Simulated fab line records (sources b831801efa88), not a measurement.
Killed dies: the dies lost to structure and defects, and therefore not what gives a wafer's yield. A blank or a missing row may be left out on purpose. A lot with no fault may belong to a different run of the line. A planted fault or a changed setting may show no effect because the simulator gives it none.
A lot that was struck, set against a sound lot -- flow gf180mcu -- 23 out of 602 route steps
Sound: wafers L615.4, L615.5, L615.6. Struck: wafers L627.3, L627.4, L627.6. At the end, the cause is stated.
Each step with rows lists, per side, the tool, then ch with its chambers, then its first start. Under that, the readings that differ: sound wafers -- struck wafers -- difference of the means -- sigmas: that difference in standard deviations of wafers without a fault.
alike: a reading whose means differ by less than 2 such deviations, as well as words and numbers matching on both sides. not compared: withheld readings; readings where some wafer has no value; bounds like >300 that might hide an equal value; numbers whose values overlap and for which the record gives no deviation.
Wherever a step has rows on one side only, a row that says differs or no value, or a row with sigmas, the two part there. Non-overlapping numbers with no deviation appear without sigmas and do not part them. A reading that every wafer of one side lacks parts them only if that side has two wafers or more.

first, 4 steps without rows for these wafers: GF_HV_LDD_IMPLANT_33; GF_HV_LDD_IMPLANT_34; GF_HV_LDD_IMPLANT_35; GF_HV_LDD_IMPLANT_36.
GF_HV_LDD_STRIP_37: strips in O2/N2.
  sound on plasmaAsher-03 ch 0,1, day 14 05:52; struck on plasmaAsher-04 ch 0,1, day 18 04:45
  alike: drypumpMotorCurrentA, heaterPowerW, oesProductAu, stripTimeToEndpointS
  not compared: rfHoursCounterH
GF_HV_LDD_TW_MEAS_38:
  struck on filmMetro-03, day 18 04:50; sound on filmMetro-04, day 14 05:58
  alike: HV_LDD_3_TW
then, 6 steps without rows for these wafers: GF_HV_LDD_DEHYDRATE_39 (time 60 s); GF_HV_LDD_HMDS_40 (prime time 60 s); GF_HV_LDD_COAT_41 (resist thk 1000 nm); GF_HV_LDD_SOFTBAKE_42 (time 60 s); GF_HV_LDD_EXPOSE_43 (exposes mask Pplus HV AREA, target cd 400 nm); GF_HV_LDD_PEB_44.
GF_HV_LDD_DEVELOP_45: develop time 60 s.
  sound on lithoTrack-01 ch 0, day 15 03:29; struck on lithoTrack-03 ch 0, day 19 04:29
GF_HV_LDD_OVL_MEAS_47:
  struck on overlay-01, day 19 04:43; sound on overlay-02, day 15 03:42
  alike: HV_LDD_03_OVL
next, for these wafers, 1 step has no rows: GF_HV_LDD_IMPLANT_48.
GF_HV_LDD_STRIP_49: strips in O2/N2.
  sound on plasmaAsher-02 ch 0,1, day 15 03:54; struck on plasmaAsher-03 ch 0,1, day 19 04:55
  alike: drypumpMotorCurrentA, heaterPowerW, oesProductAu, stripTimeToEndpointS
  not compared: rfHoursCounterH
GF_HV_LDD_TW_MEAS_50:
  struck on filmMetro-03, day 19 05:01; sound on filmMetro-04, day 15 04:00
  alike: HV_LDD_4_TW
then, 1 step without rows for these wafers: GF_HV_LDD_CLEAN_51 (cleans in SC1/SC2, time 150 s).
GF_HV_LDD_RTA_52: time 10 s.
  sound on rtpAnneal-02 ch 0, day 15 04:07; struck on rtpAnneal-02 ch 0, day 19 05:07
  alike: lampPowerPct, wafer_temp_C_max
then, 2 steps without rows for these wafers: GF_HV_LDD_CVD_54 (deposits SiO2 from TEOS, target thk 10 nm, time 75 s); GF_HV_LDD_CVD_56 (deposits Si3N4 from DCS/NH3, target thk 90 nm, time 1543 s).
GF_HV_LDD_ETCHBACK_58: etches Si3N4 in CH3F/O2, stops on SiO2, time 100 s, target depth 90 nm.
  sound on rieDiel-02 ch 0,2,3, day 15 06:50; struck on rieDiel-04 ch 1,2, day 19 10:09
  alike: O2_flow_sccm, biasW, ch3fFlowSccm, drypumpMotorCurrentA, oesProductAu, throttleValvePct
  not compared: rfHoursCounterH
-- here the record skips 15 days between the struck wafers' starts before and after, leaving off in module HV_LDD and picking up in module PASSIVATION (first step shown: number 602 of the route) --
GF_PASSIVATION_PROBE_99:
  the record has rows for the struck wafers here (prober-01, day 34 12:08) and none for the sound ones

## WHERE THEY PART
Only at GF_PASSIVATION_PROBE_99, as far as this record shows.

WHY: what had been put in by the simulator
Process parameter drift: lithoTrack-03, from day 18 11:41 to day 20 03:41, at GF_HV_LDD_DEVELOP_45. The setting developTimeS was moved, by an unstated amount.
